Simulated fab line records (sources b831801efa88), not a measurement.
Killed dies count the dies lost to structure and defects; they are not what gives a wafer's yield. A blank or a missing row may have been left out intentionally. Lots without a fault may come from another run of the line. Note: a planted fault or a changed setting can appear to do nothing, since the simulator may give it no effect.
What tool caused it? || flow gf180mcu || 13 lots with 38 wafers sampled at 5 steps, on a route of 602 steps

## WHAT THE GAUGES SHOWED, per wafer
GF_DNWELL_TW_MEAS_09.
{"lot": "L196", "measured": "day 3 14:20", "on": "film metro-04", "DNWELL_TW": "1348 1348 1346"}
{"lot": "L193", "measured": "day 3 15:17", "on": "film metro-03", "DNWELL_TW": "1349 1359 1348"}
{"lot": "L197", "measured": "day 3 20:38", "on": "film metro-03", "DNWELL_TW": "1358 1366 1361"}
{"lot": "L199", "measured": "day 4 01:58", "on": "film metro-04", "DNWELL_TW": "1334 1341 1344"}
{"lot": "L204", "measured": "day 5 02:32", "on": "film metro-03", "DNWELL_TW": "1356 1358"}
{"lot": "L206", "measured": "day 5 13:23", "on": "film metro-03", "DNWELL_TW": "1341 1334 1338"}
{"lot": "L208", "measured": "day 5 23:38", "on": "film metro-03", "DNWELL_TW": "1345 1347 1349"}
{"lot": "L210", "measured": "day 6 10:03", "on": "film metro-02", "DNWELL_TW": "1334 1336 1342"}
{"lot": "L211", "measured": "day 6 13:59", "on": "film metro-04", "DNWELL_TW": "1340 1340 1338"}
{"lot": "L213", "measured": "day 7 03:08", "on": "film metro-03", "DNWELL_TW": "1364 1362 1363"}
{"lot": "L214", "measured": "day 7 07:30", "on": "film metro-04", "DNWELL_TW": "1342 1345 1337"}
{"lot": "L215", "measured": "day 7 12:57", "on": "film metro-03", "DNWELL_TW": "1364 1367 1359"}
{"lot": "L216", "measured": "day 7 17:48", "on": "film metro-02", "DNWELL_TW": "1325 1332 1323"}

GF_DUAL_GATE_THK_MEAS_03.
{"lot": "L196", "measured": "day 8 07:56", "on": "film metro-04", "DUAL_GATE_OXIDATION_00_THK (nm)": "10.82 10.96 10.91"}
{"lot": "L193", "measured": "day 8 09:44", "on": "film metro-02", "DUAL_GATE_OXIDATION_00_THK (nm)": "11.11 11.02 11.05"}
{"lot": "L197", "measured": "day 8 13:33", "on": "film metro-04", "DUAL_GATE_OXIDATION_00_THK (nm)": "10.71 10.68 10.81"}
{"lot": "L199", "measured": "day 8 19:31", "on": "film metro-01", "DUAL_GATE_OXIDATION_00_THK (nm)": "10.70 10.65 10.67"}
{"lot": "L204", "measured": "day 10 01:58", "on": "film metro-02", "DUAL_GATE_OXIDATION_00_THK (nm)": "10.96 10.74"}
{"lot": "L206", "measured": "day 10 14:53", "on": "film metro-04", "DUAL_GATE_OXIDATION_00_THK (nm)": "11.13 11.03 11.16"}
{"lot": "L208", "measured": "day 11 06:16", "on": "film metro-01", "DUAL_GATE_OXIDATION_00_THK (nm)": "10.81 11.00 10.88"}
{"lot": "L210", "measured": "day 11 18:20", "on": "film metro-04", "DUAL_GATE_OXIDATION_00_THK (nm)": "10.58 10.62 10.67"}
{"lot": "L211", "measured": "day 11 23:27", "on": "film metro-04", "DUAL_GATE_OXIDATION_00_THK (nm)": "10.72 10.68 10.63"}
{"lot": "L213", "measured": "day 12 19:10", "on": "film metro-01", "DUAL_GATE_OXIDATION_00_THK (nm)": "10.76 10.72 10.83"}
{"lot": "L214", "measured": "day 13 00:11", "on": "film metro-04", "DUAL_GATE_OXIDATION_00_THK (nm)": "10.84 10.74 11.08"}
{"lot": "L215", "measured": "day 13 07:22", "on": "film metro-04", "DUAL_GATE_OXIDATION_00_THK (nm)": "11.04 11.16 10.94"}
{"lot": "L216", "measured": "day 13 11:01", "on": "film metro-01", "DUAL_GATE_OXIDATION_00_THK (nm)": "10.92 11.00 11.02"}

GF_POLY_GATE_CD_MEAS_10 targets a cd of 280 nm.
{"lot": "L196", "measured": "day 9 18:41", "on": "cd sem-01", "cd nm (nm)": "280.1 281.3 279.6"}
{"lot": "L193", "measured": "day 9 21:16", "on": "cd sem-01", "cd nm (nm)": "278.9 278.8 278.8"}
{"lot": "L197", "measured": "day 9 23:59", "on": "cd sem-02", "cd nm (nm)": "279.4 280.9 279.7"}
{"lot": "L199", "measured": "day 10 07:31", "on": "cd sem-01", "cd nm (nm)": "281.4 281.1 282.4"}
{"lot": "L204", "measured": "day 11 15:50", "on": "cd sem-01", "cd nm (nm)": "297.8 280.4 298.0 280.2"}
{"lot": "L206", "measured": "day 12 06:50", "on": "cd sem-02", "cd nm (nm)": "281.2 281.6 282.2"}
{"lot": "L208", "measured": "day 12 22:25", "on": "cd sem-02", "cd nm (nm)": "279.2 280.2 279.7"}
{"lot": "L210", "measured": "day 13 11:17", "on": "cd sem-01", "cd nm (nm)": "280.5 281.5 280.8"}
{"lot": "L211", "measured": "day 13 19:02", "on": "cd sem-02", "cd nm (nm)": "281.4 280.9 280.3"}
{"lot": "L213", "measured": "day 14 13:32", "on": "cd sem-01", "cd nm (nm)": "279.4 279.4 278.9"}
{"lot": "L214", "measured": "day 14 19:46", "on": "cd sem-01", "cd nm (nm)": "281.4 280.1 280.6"}
{"lot": "L215", "measured": "day 15 05:11", "on": "cd sem-02", "cd nm (nm)": "280.6 280.9 281.3"}
{"lot": "L216", "measured": "day 15 10:52", "on": "cd sem-02", "cd nm (nm)": "280.0 280.4 280.8"}

## WHAT TOOL EACH LOT RAN ON (gives the tool, then ch and the chambers of the sampled wafers, and finally the start)
{"lot": "L196", "GF_NWELL_STRIP_10": "plasma asher-04 ch 0,1, day 4 03:22", "GF_POLY_GATE_PEB_08": "litho track-02 ch 0, day 9 18:20"}
{"lot": "L193", "GF_NWELL_STRIP_10": "plasma asher-02 ch 0,1, day 4 03:43", "GF_POLY_GATE_PEB_08": "litho track-02 ch 0, day 9 20:47"}
{"lot": "L197", "GF_NWELL_STRIP_10": "plasma asher-03 ch 0,1, day 4 09:34", "GF_POLY_GATE_PEB_08": "litho track-03 ch 0, day 9 23:38"}
{"lot": "L199", "GF_NWELL_STRIP_10": "plasma asher-04 ch 0,1, day 4 14:43", "GF_POLY_GATE_PEB_08": "litho track-02 ch 0, day 10 07:12"}
{"lot": "L204", "GF_NWELL_STRIP_10": "plasma asher-03 ch 0,1, day 5 15:56", "GF_POLY_GATE_PEB_08": "litho track-02 ch 0, day 11 15:29"}
{"lot": "L206", "GF_NWELL_STRIP_10": "plasma asher-04 ch 0,1, day 6 01:01", "GF_POLY_GATE_PEB_08": "litho track-04 ch 0, day 12 06:29"}
{"lot": "L208", "GF_NWELL_STRIP_10": "plasma asher-04 ch 0,1, day 6 13:52", "GF_POLY_GATE_PEB_08": "litho track-04 ch 0, day 12 22:04"}
{"lot": "L210", "GF_NWELL_STRIP_10": "plasma asher-03 ch 0,1, day 7 00:46", "GF_POLY_GATE_PEB_08": "litho track-04 ch 0, day 13 10:58"}
{"lot": "L211", "GF_NWELL_STRIP_10": "plasma asher-03 ch 0,1, day 7 04:43", "GF_POLY_GATE_PEB_08": "litho track-03 ch 0, day 13 18:41"}
{"lot": "L213", "GF_NWELL_STRIP_10": "plasma asher-02 ch 0,1, day 7 19:23", "GF_POLY_GATE_PEB_08": "litho track-04 ch 0, day 14 13:11"}
{"lot": "L214", "GF_NWELL_STRIP_10": "plasma asher-02 ch 0,1, day 7 22:17", "GF_POLY_GATE_PEB_08": "litho track-04 ch 0, day 14 19:25"}
{"lot": "L215", "GF_NWELL_STRIP_10": "plasma asher-02 ch 0,1, day 8 04:46", "GF_POLY_GATE_PEB_08": "litho track-04 ch 0, day 15 04:52"}
{"lot": "L216", "GF_NWELL_STRIP_10": "plasma asher-03 ch 0,1, day 8 09:49", "GF_POLY_GATE_PEB_08": "litho track-03 ch 0, day 15 10:33"}
- GF_NWELL_STRIP_10: strips in O2/N2.
- GF_POLY_GATE_PEB_08: peb time 90 s.

## WHAT THE TOOLS THEMSELVES READ (means of the sampled wafers that have a number; where no wafer has one, the mark that the record gives instead)
GF_NWELL_STRIP_10.
{"lot": "L196", "tool": "plasma asher-04", "drypump motor current A (A)": 6.01, "heater power w (W)": 327, "n2 flow sccm (sccm)": 300.2, "o2 flow sccm (sccm)": 2989, "oes product au (a.u.)": 0.720, "strip time to endpoint s (s)": 36.96}
{"lot": "L193", "tool": "plasma asher-02", "drypump motor current A (A)": 6.13, "heater power w (W)": 394, "n2 flow sccm (sccm)": 300.4, "o2 flow sccm (sccm)": 2997, "oes product au (a.u.)": 0.720, "strip time to endpoint s (s)": 37.06}
{"lot": "L197", "tool": "plasma asher-03", "drypump motor current A (A)": 6.05, "heater power w (W)": 349, "n2 flow sccm (sccm)": 299.9, "o2 flow sccm (sccm)": 3004, "oes product au (a.u.)": 0.723, "strip time to endpoint s (s)": 36.91}
{"lot": "L199", "tool": "plasma asher-04", "drypump motor current A (A)": 5.98, "heater power w (W)": 336, "n2 flow sccm (sccm)": 299.1, "o2 flow sccm (sccm)": 2993, "oes product au (a.u.)": 0.721, "strip time to endpoint s (s)": 36.95}
{"lot": "L204", "tool": "plasma asher-03", "drypump motor current A (A)": 6.07, "heater power w (W)": 344, "n2 flow sccm (sccm)": 299.1, "o2 flow sccm (sccm)": 2998, "oes product au (a.u.)": 0.718, "strip time to endpoint s (s)": 36.88}
{"lot": "L206", "tool": "plasma asher-04", "drypump motor current A (A)": 5.97, "heater power w (W)": 333, "n2 flow sccm (sccm)": 299.9, "o2 flow sccm (sccm)": 2997, "oes product au (a.u.)": 0.727, "strip time to endpoint s (s)": 37.00}
{"lot": "L208", "tool": "plasma asher-04", "drypump motor current A (A)": 5.98, "heater power w (W)": 327, "n2 flow sccm (sccm)": 300.7, "o2 flow sccm (sccm)": 3002, "oes product au (a.u.)": 0.724, "strip time to endpoint s (s)": 37.05}
{"lot": "L210", "tool": "plasma asher-03", "drypump motor current A (A)": 6.05, "heater power w (W)": 347, "n2 flow sccm (sccm)": 299.4, "o2 flow sccm (sccm)": 3000, "oes product au (a.u.)": 0.719, "strip time to endpoint s (s)": 36.88}
{"lot": "L211", "tool": "plasma asher-03", "drypump motor current A (A)": 6.06, "heater power w (W)": 343, "n2 flow sccm (sccm)": 299.3, "o2 flow sccm (sccm)": 2996, "oes product au (a.u.)": 0.725, "strip time to endpoint s (s)": 36.95}
{"lot": "L213", "tool": "plasma asher-02", "drypump motor current A (A)": 6.13, "heater power w (W)": 389, "n2 flow sccm (sccm)": 300.2, "o2 flow sccm (sccm)": 3006, "oes product au (a.u.)": 0.722, "strip time to endpoint s (s)": 36.89}
{"lot": "L214", "tool": "plasma asher-02", "drypump motor current A (A)": 6.13, "heater power w (W)": 390, "n2 flow sccm (sccm)": 299.2, "o2 flow sccm (sccm)": 3007, "oes product au (a.u.)": 0.726, "strip time to endpoint s (s)": 36.70}
{"lot": "L215", "tool": "plasma asher-02", "drypump motor current A (A)": 6.09, "heater power w (W)": 359, "n2 flow sccm (sccm)": 299.2, "o2 flow sccm (sccm)": 3004, "oes product au (a.u.)": 0.728, "strip time to endpoint s (s)": 37.00}
{"lot": "L216", "tool": "plasma asher-03", "drypump motor current A (A)": 6.04, "heater power w (W)": 346, "n2 flow sccm (sccm)": 299.1, "o2 flow sccm (sccm)": 3004, "oes product au (a.u.)": 0.726, "strip time to endpoint s (s)": 36.97}

GF_POLY_GATE_PEB_08.
{"lot": "L196", "tool": "litho track-02", "heater power total W (W)": 85.71}
{"lot": "L193", "tool": "litho track-02", "heater power total W (W)": 85.66}
{"lot": "L197", "tool": "litho track-03", "heater power total W (W)": 85.64}
{"lot": "L199", "tool": "litho track-02", "heater power total W (W)": 85.68}
{"lot": "L204", "tool": "litho track-02", "heater power total W (W)": 95.15}
{"lot": "L206", "tool": "litho track-04", "heater power total W (W)": 85.60}
{"lot": "L208", "tool": "litho track-04", "heater power total W (W)": 85.74}
{"lot": "L210", "tool": "litho track-04", "heater power total W (W)": 85.78}
{"lot": "L211", "tool": "litho track-03", "heater power total W (W)": 85.70}
{"lot": "L213", "tool": "litho track-04", "heater power total W (W)": 85.72}
{"lot": "L214", "tool": "litho track-04", "heater power total W (W)": 85.68}
{"lot": "L215", "tool": "litho track-04", "heater power total W (W)": 85.73}
{"lot": "L216", "tool": "litho track-03", "heater power total W (W)": 85.67}

## THE ANSWER, worked out from the rows above alone
Rule: the lots themselves supply what counts as usual. The widest of any qualifying gaps counts: lots, ordered by their means at a reading, are off when they make up no more than a third of the lots, leave a main group of 4 or more, and stand apart from it by 3 or more times the standard deviation of that group's means. If all means in a main group match to the digits the tables above print for the reading, that group is not used. A lot without any number at a reading at which 4 lots or more have one is off too. The other lots that the step has rows for count as sound. The gauges are gone through in route order, then the tools' own readings, and for those a lot's mean is taken as printed above. At the first step where some lot is off, the reading lying furthest off is the one used; lots without a number count as furthest.
Off, at GF_POLY_GATE_CD_MEAS_10 on cd nm: L204. The main group has a mean of 280.4 nm with a standard deviation of 0.84.
If a tool, at a process step before that reading, ran all the lots that are off and no sound lot after the first of them, it fits. The gauges at GF_POLY_GATE_CD_MEAS_10 aren't tried: what is off there is off at GF_POLY_GATE_PEB_08 too, on other tools, and a gauge's error can't cause that. One fits: GF_POLY_GATE_PEB_08 on litho track-02. A fault onset in the window from L199 (day 10 07:12, its last sound lot) to L204 (day 11 15:29, its first lot off) fits.
The tool's own readings at GF_POLY_GATE_PEB_08 bear it out: on the lots that are off they differ by more than 5 times the standard deviation of the sound lots' means. heater power total W reads 95.15 W there against 85.69 W on the sound lots.

## WHAT THE SIMULATOR PUT IN
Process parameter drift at GF_POLY_GATE_PEB_08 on litho track-02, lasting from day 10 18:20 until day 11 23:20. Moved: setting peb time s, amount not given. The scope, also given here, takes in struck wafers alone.
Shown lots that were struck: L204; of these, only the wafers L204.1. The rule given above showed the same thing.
